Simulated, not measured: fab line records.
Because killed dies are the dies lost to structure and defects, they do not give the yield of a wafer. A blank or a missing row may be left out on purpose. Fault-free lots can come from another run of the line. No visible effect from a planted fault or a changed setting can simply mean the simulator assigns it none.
Chamber matching -- flow sky130 -- 4 sister chambers for SKY_POLY_GATE_ETCH_17 on rie-si-01
The step etches poly-Si in HBr/Cl2, stops on SiO2, target depth 180 nm, time 70.5 s. 4 wafers are shown with their chamber, then 7 later ones without.

== EACH WAFER AND ITS CHAMBER ==
wafer,chamber,drypump-motor-current-A (A)
L491.4,0,5.1
L492.2,2,5.6
L494.2,3,6.0
L494.3,1,6.1

== WAFERS WITH NO CHAMBER GIVEN ==
wafer,drypump-motor-current-A (A)
L494.6,5.6
L495.1,5.5
L495.2,6.1
L495.5,5.1
L497.3,5.1
L497.4,5.5
L497.6,6.1

== CHAMBER TAKEN BY EACH ==
wafer,from the rows above,in truth
L494.6,2,2
L495.1,2,2
L495.2,can't be placed: 1 or 3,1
L495.5,0,0
L497.3,0,0
L497.4,2,2
L497.6,can't be placed: 1 or 3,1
Correct placement for 5 of the 7. These rows do not allow placing 2 (true chamber among the candidates in 2). Placed wrongly: 0.
How it was worked out, from the rows above alone: a wafer's distance from a chamber is the root of the sum, over the readings, of the square of ((its reading less the chamber's mean) divided by the reading's scatter). If the next closest chamber is less than 2 further off than the closest, the wafer can't be placed; otherwise it belongs to the closest. Each chamber's mean is taken over the wafers shown for it. The scatter (one wafer shown for each chamber): square how far every hidden wafer sits from the nearest shown wafer, average those squares and take the square root.
